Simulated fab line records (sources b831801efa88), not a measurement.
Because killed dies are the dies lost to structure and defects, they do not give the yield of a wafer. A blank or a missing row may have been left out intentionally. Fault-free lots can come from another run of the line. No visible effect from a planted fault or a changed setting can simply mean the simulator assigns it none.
8D (eight disciplines) problem report, filled in by code / flow sky130 / the parts of the form that need people (team, actions taken, sign-off) are left out

## 1. PROBLEM STATEMENT
cdNm at SKY_SD_P_CD_MEAS_07 reads a mean of 354.0 nm on 4 wafers of 2 lots; wafers without a fault read 380.1 nm with a standard deviation of 3. That puts it -8.7 standard deviations away from the usual mean.
The step: target cd 380 nm.
Earliest sighting: wafer L625.2 on cdSem-02 at day 29 07:35. At this step, 39 wafers from 13 lots have a number in the record. Rule for "out" (also "out of limits"): further than 4 standard deviations from the usual mean. The rest of the wafers with a number are treated as sound.

## 2. WHAT IT IS, WHAT IT ISN'T
question=which readings at this step | is=cdNm | is not=-
question=which lots | is=L625, L626 | is not=L616, L617, L618, L619, L621, L630, L633, L634, L635, L636, L637
question=which wafers of those lots | is=L625.2, L625.4, L625.6, L626.4 | is not=L626.1, L626.5
question=read on which gauges | is=cdSem-01, cdSem-02 | is not=-
question=when | is=from day 29 07:35 | is not=up to then (15 sound wafers); but 20 sound wafers of L626, L630, L633, L634, L635, L636, L637 came after

## 3. SUSPECTS, AND WHAT RULES EACH OUT
Counting: a tool at a process step up to the reading stays a suspect if it ran every lot that is out. Sound lots after the first of them don't rule it out here, since some wafers of a struck lot are sound.
- the gauge at SKY_SD_P_CD_MEAS_07: ruled out. Those wafers that are out were read across 2 gauges (cdSem-01, cdSem-02).
- ilineStepper-02 at SKY_SD_P_EXPOSE_04 (exposes mask PSDM, target cd 380 nm): kept. It processed each lot that is out (first: L625, day 28 17:28); up to then, its last sound lot is L621 (day 27 08:46).
After counting, what remains is ilineStepper-02 at SKY_SD_P_EXPOSE_04.

## 4. THE CAUSE (what the simulator had put in)
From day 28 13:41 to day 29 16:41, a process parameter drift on ilineStepper-02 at SKY_SD_P_EXPOSE_04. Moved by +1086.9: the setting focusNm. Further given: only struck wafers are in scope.
Only this tool survived the counting.

## 5. THE EFFECT CHAIN, in route order
Rows list readings where the struck wafers' mean (over those with a number) sits beyond 3 standard deviations from the usual. Scope: only readings with a usual standard deviation given in the record; hours: median across lots of the time from each lot's start at the first step in this table that gives one to its start at this step; sigmas: change in usual standard deviations.
hours=0; step=SKY_SD_P_CD_MEAS_07; reading=cdNm; usual=380.1 nm; on struck wafers=354.0; change=-26.1; sigmas=-8.7
At these later measuring or inspecting steps, every struck wafer for which the step has a row has a number for every such reading, and none has moved that far: SKY_SD_P_OVL_MEAS_08, SKY_SD_N_CD_MEAS_07.

## 6. WHAT WOULD HAVE CAUGHT IT SOONER
Counted from the fault's start at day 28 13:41, it took 18 hours until the first out-of-limits reading at a measuring or inspecting step in this record, taken at day 29 07:35.
Of the tool readings at SKY_SD_P_EXPOSE_04 for which the record gives a usual standard deviation, none was out on any struck wafer, so an alarm limit of 4 standard deviations on them would not have fired.
By day 29 07:35, every lot that is out (2) had started SKY_SD_P_EXPOSE_04 on ilineStepper-02. Had the tool been put on hold then, not one of them would have been saved.
